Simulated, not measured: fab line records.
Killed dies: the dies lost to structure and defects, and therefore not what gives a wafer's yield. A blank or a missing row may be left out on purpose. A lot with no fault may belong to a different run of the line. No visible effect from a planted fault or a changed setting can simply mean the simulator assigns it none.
Which tool was responsible?    flow gf180mcu    route of 602 steps, sampled at 1 step: 7 lots, 21 wafers

== WHAT EACH GAUGE READ, for each wafer ==
GF_HV_LDD_TW_MEAS_11.
lot   measured      on             HV_LDD_TW
L756  day 10 07:55  film_metro-02  2392 2390 2394
L759  day 11 04:08  film_metro-04  2423 2420 2419
L765  day 13 03:59  film_metro-03  2405 2398 2400
L769  day 14 06:22  film_metro-04  2439 2450 2453
L772  day 15 02:43  film_metro-03  2389 2415 2398
L775  day 16 15:07  film_metro-04  2443 2432 2441
L778  day 17 00:33  film_metro-02  2388 2383 2389

== WHICH TOOL RAN EACH LOT (tool, then ch and the chambers of the sampled wafers, then the start) ==
Record: no process step prior to these readings.

== THE ANSWER, worked out from the rows above alone ==
Rule: usual is defined by the lots themselves. The widest of any qualifying gaps counts: lots, ordered by their means at a reading, are off when they make up no more than a third of the lots, leave a main group of 4 or more, and stand apart from it by 3 or more times the standard deviation of that group's means. If all means in a main group match to the digits the tables above print for the reading, that group is not used. A lot without any number at a reading at which 4 lots or more have one is off too. All remaining lots with rows at the step are treated as sound.
None of the lots is off at any reading shown; this tells nothing.

== WHAT WAS PUT IN BY THE SIMULATOR ==
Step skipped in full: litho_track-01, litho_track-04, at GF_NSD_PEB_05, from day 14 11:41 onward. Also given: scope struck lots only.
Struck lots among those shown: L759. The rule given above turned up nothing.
